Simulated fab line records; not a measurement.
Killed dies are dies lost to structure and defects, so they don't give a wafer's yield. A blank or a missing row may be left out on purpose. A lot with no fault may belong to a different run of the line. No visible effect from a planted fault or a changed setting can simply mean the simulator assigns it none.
Which tool did it?    flow gf180mcu    18 wafers sampled from 6 lots at 1 step of a route of 602

== WHAT EACH GAUGE READ, for each wafer ==
GF_V2_CD_MEAS_14: the cd target is 260 nm.
lot   measured      on         cd nm (nm)
L930  day 20 21:00  cd sem-02  262.8 262.1 262.4
L932  day 22 04:29  cd sem-01  259.9 259.2 260.1
L934  day 22 17:33  cd sem-01  259.6 260.1 260.1
L937  day 24 00:55  cd sem-02  260.0 260.8 260.4
L944  day 25 22:35  cd sem-01  258.6 258.7 258.4
L950  day 27 14:28  cd sem-02  262.1 263.1 261.0

== WHAT TOOL EACH LOT RAN ON (gives the tool, then ch and the chambers of the sampled wafers, and finally the start) ==
Record: no process step prior to these readings.

== THE ANSWER, worked out from the rows above alone ==
Rule: what is usual is taken from the lots themselves. The widest of any qualifying gaps counts: lots, ordered by their means at a reading, are off when they make up no more than a third of the lots, leave a main group of 4 or more, and stand apart from it by 3 or more times the standard deviation of that group's means. The tables above print the reading to a certain number of digits; a main group whose means all agree to those digits is not used. A lot without any number at a reading at which 4 lots or more have one is off too. All remaining lots with rows at the step are treated as sound.
None of the lots is off at any reading shown; this tells nothing.

== WHAT THE SIMULATOR HAD INSERTED ==
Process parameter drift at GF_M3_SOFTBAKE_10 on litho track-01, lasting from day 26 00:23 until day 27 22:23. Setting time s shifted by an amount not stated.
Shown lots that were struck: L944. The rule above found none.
